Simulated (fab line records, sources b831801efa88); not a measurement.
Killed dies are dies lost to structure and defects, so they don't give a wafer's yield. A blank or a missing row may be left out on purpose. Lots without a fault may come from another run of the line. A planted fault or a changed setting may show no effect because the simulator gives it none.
Chamber matching | flow gf180mcu | GF_V1_ETCH_16 on rie_diel-04: 4 sister chambers
The step etches BARC in N2/H2. 4 wafers are shown with their chamber, then 9 later ones without.

WAFERS WITH THEIR CHAMBER
wafer  | chamber | drypump_motor_current_A (A)
L081.2 | 1       | 5.5
L083.6 | 0       | 6.7
L085.1 | 2       | 5.5
L085.6 | 3       | 5.5

WAFERS WITHOUT THEIR CHAMBER
wafer  | drypump_motor_current_A (A)
L087.1 | 5.5
L087.4 | 5.5
L087.5 | 6.7
L092.2 | 5.5
L092.3 | 6.8
L092.4 | 5.5
L093.1 | 5.5
L093.3 | 5.5
L093.5 | 5.5

WHICH CHAMBER EACH WENT THROUGH
wafer  | from the rows above          | in truth
L087.1 | can't be placed: 1 or 2 or 3 | 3
L087.4 | can't be placed: 1 or 2 or 3 | 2
L087.5 | 0                            | 0
L092.2 | can't be placed: 1 or 2 or 3 | 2
L092.3 | 0                            | 0
L092.4 | can't be placed: 1 or 2 or 3 | 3
L093.1 | can't be placed: 1 or 2 or 3 | 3
L093.3 | can't be placed: 1 or 2 or 3 | 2
L093.5 | can't be placed: 1 or 2 or 3 | 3
Placed correctly: 2 of 9. Can't be placed from these rows: 7 (the true chamber is among the candidates in 7). Placed wrongly: 0.
How it was worked out, from the rows above alone: a wafer's distance from a chamber is the root of the sum, over the readings, of the square of ((its reading less the chamber's mean) divided by the reading's scatter). The wafer belongs to the nearest chamber; if the next one is less than 2 further off, it can't be placed. A chamber's mean is the mean of its shown wafers. The scatter: with one shown wafer a chamber, the root of the mean of the squares of how far each hidden wafer lies from its nearest shown one.
